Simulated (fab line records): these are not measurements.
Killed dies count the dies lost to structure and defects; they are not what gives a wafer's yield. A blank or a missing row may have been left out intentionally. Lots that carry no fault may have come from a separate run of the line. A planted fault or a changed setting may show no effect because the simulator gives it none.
Tool commonality check + flow sky130 + Sample size 13 lots and 39 wafers

WHY THIS WAS OPENED
Flagged at SKY_METAL3_CD_MEAS_13: reading cd nm, on 1 of 13 lots. Fault-free wafers read 299.7 nm, with a standard deviation of 1.7.
Rule: a lot gets a flag if all its wafers with a number sit over 4 standard deviations from that mean, or if no wafer of it has a number. The other lots count as sound.

| lot  | measured     | on        | cd nm (nm), wafer by wafer | flag    |
|------|--------------|-----------|----------------------------|---------|
| L520 | day 39 02:23 | cd sem-01 | 300.0 301.7 301.6          |         |
| L521 | day 39 04:14 | cd sem-01 | 302.7 302.3 301.6          |         |
| L523 | day 40 00:49 | cd sem-01 | 298.6 298.4 299.5          |         |
| L522 | day 40 02:25 | cd sem-02 | 296.8 299.0 297.8          |         |
| L525 | day 40 06:23 | cd sem-02 | 298.2 299.3 297.8          |         |
| L530 | day 41 21:25 | cd sem-01 | 299.5 299.8 299.6          |         |
| L531 | day 42 01:55 | cd sem-01 | 299.2 298.5 299.3          |         |
| L533 | day 42 13:06 | cd sem-01 | 300.5 300.0 301.6          |         |
| L534 | day 42 20:31 | cd sem-02 | 301.0 301.7 301.2          |         |
| L535 | day 43 01:32 | cd sem-02 | 297.1 297.0 296.5          |         |
| L536 | day 43 12:34 | cd sem-01 | 268.3 285.6 243.6          | FLAGGED |
| L541 | day 44 15:10 | cd sem-01 | 301.4 299.3 301.2          |         |
| L543 | day 45 04:05 | cd sem-02 | 300.6 300.0 300.3          |         |
On average the flagged lots' numbers are 265.8 nm, which is -33.9 nm against the usual, or -20 standard deviations.

LOT BY LOT: THE TOOL USED
The record holds 3 process steps before the reading, out of a route of 708 steps. Read each cell as the tool, then ch plus the chambers that the sampled wafers visited, then the start.
| lot  | flag    | SKY_METAL2_METAL_ETCH_19          | SKY_VIA2_SPUTTER_20          | SKY_METAL3_EXPOSE_10              |
|------|---------|-----------------------------------|------------------------------|-----------------------------------|
| L520 |         | rie metal-03 ch 1, day 35 17:29   | pvd sputter-02, day 36 21:29 | krf scanner-02 ch 0, day 38 14:31 |
| L521 |         | rie metal-04 ch 0,1, day 35 19:32 | pvd sputter-01, day 36 23:52 | krf scanner-01 ch 0, day 38 16:37 |
| L523 |         | rie metal-03 ch 0,1, day 36 17:08 | pvd sputter-02, day 37 21:27 | krf scanner-02 ch 0, day 39 12:25 |
| L522 |         | rie metal-04 ch 0,1, day 36 18:04 | pvd sputter-01, day 37 22:50 | krf scanner-01 ch 0, day 39 14:43 |
| L525 |         | rie metal-04 ch 0,1, day 36 23:41 | pvd sputter-01, day 38 03:32 | krf scanner-02 ch 0, day 39 18:44 |
| L530 |         | rie metal-04 ch 0,1, day 38 16:32 | pvd sputter-02, day 39 19:35 | krf scanner-02 ch 0, day 41 09:53 |
| L531 |         | rie metal-02 ch 0,1, day 38 21:43 | pvd sputter-02, day 40 00:23 | krf scanner-02 ch 0, day 41 13:44 |
| L533 |         | rie metal-04 ch 0,1, day 39 09:59 | pvd sputter-04, day 40 12:36 | krf scanner-01 ch 0, day 42 01:48 |
| L534 |         | rie metal-02 ch 0,1, day 39 16:29 | pvd sputter-04, day 40 19:08 | krf scanner-02 ch 0, day 42 08:37 |
| L535 |         | rie metal-02 ch 0, day 39 22:29   | pvd sputter-01, day 41 01:16 | krf scanner-02 ch 0, day 42 13:47 |
| L536 | FLAGGED | rie metal-02 ch 0,1, day 40 09:19 | pvd sputter-04, day 41 12:15 | krf scanner-02 ch 0, day 43 01:43 |
| L541 |         | rie metal-04 ch 0,1, day 41 15:50 | pvd sputter-02, day 42 17:08 | krf scanner-01 ch 0, day 44 04:50 |
| L543 |         | rie metal-03 ch 0,1, day 42 05:04 | pvd sputter-01, day 43 05:56 | krf scanner-01 ch 0, day 44 17:01 |
What these steps do:
- SKY_METAL2_METAL_ETCH_19: etches the open film in Cl2/BCl3, stops on SiO2, target depth 360 nm, time 78 s.
- SKY_VIA2_SPUTTER_20: material TiN, target thk 20 nm, time 80 s.
- SKY_METAL3_EXPOSE_10: exposes mask MM3, target cd 300 nm.
- SKY_METAL3_CD_MEAS_13: target cd 300 nm.

FLAGGED AGAINST TOTAL, ONE TOOL AT A TIME (gauges that did the reading follow at the end)
| step                     | tool           | lots run | flagged | share of the flagged lots | sound lots run after its first flagged lot |
|--------------------------|----------------|----------|---------|---------------------------|--------------------------------------------|
| SKY_METAL2_METAL_ETCH_19 | rie metal-02   | 4        | 1       | all                       | 0                                          |
| SKY_METAL2_METAL_ETCH_19 | rie metal-03   | 3        | 0       | none                      | -                                          |
| SKY_METAL2_METAL_ETCH_19 | rie metal-04   | 6        | 0       | none                      | -                                          |
| SKY_VIA2_SPUTTER_20      | pvd sputter-01 | 5        | 0       | none                      | -                                          |
| SKY_VIA2_SPUTTER_20      | pvd sputter-02 | 5        | 0       | none                      | -                                          |
| SKY_VIA2_SPUTTER_20      | pvd sputter-04 | 3        | 1       | all                       | 0                                          |
| SKY_METAL3_EXPOSE_10     | krf scanner-01 | 5        | 0       | none                      | -                                          |
| SKY_METAL3_EXPOSE_10     | krf scanner-02 | 8        | 1       | all                       | 0                                          |
| SKY_METAL3_CD_MEAS_13    | cd sem-01      | 8        | 1       | all                       | 1 (L541)                                   |
| SKY_METAL3_CD_MEAS_13    | cd sem-02      | 5        | 0       | none                      | -                                          |

WHAT IS ALLOWED BY THE TABLE
4 rows of the table ran every flagged lot: rie metal-02 at SKY_METAL2_METAL_ETCH_19, pvd sputter-04 at SKY_VIA2_SPUTTER_20, krf scanner-02 at SKY_METAL3_EXPOSE_10, cd sem-01 at SKY_METAL3_CD_MEAS_13.
- rie metal-02 at SKY_METAL2_METAL_ETCH_19 ran 4 lots, 1 of them flagged. It ran its last sound lot, L535, at day 39 22:29 and its first flagged lot, L536, at day 40 09:19: a fault with its onset between the two fits.
- pvd sputter-04 at SKY_VIA2_SPUTTER_20 ran 3 lots, 1 of them flagged. It ran its last sound lot, L534, at day 40 19:08 and its first flagged lot, L536, at day 41 12:15: a fault with its onset between the two fits.
- krf scanner-02 at SKY_METAL3_EXPOSE_10 ran 8 lots, 1 of them flagged. It ran its last sound lot, L535, at day 42 13:47 and its first flagged lot, L536, at day 43 01:43: a fault with its onset between the two fits.
- cd sem-01 at SKY_METAL3_CD_MEAS_13 ran 8 lots, 1 of them flagged. Sound lots followed the first flagged one (L541) on it, something a lasting fault affecting the whole tool could not allow.
Because each of these 3 tools fits a fault that began at some hour, counting lots does not separate them. More lots, or a look at what each step does to the wafer, might.

WHAT WAS PUT IN BY THE SIMULATOR
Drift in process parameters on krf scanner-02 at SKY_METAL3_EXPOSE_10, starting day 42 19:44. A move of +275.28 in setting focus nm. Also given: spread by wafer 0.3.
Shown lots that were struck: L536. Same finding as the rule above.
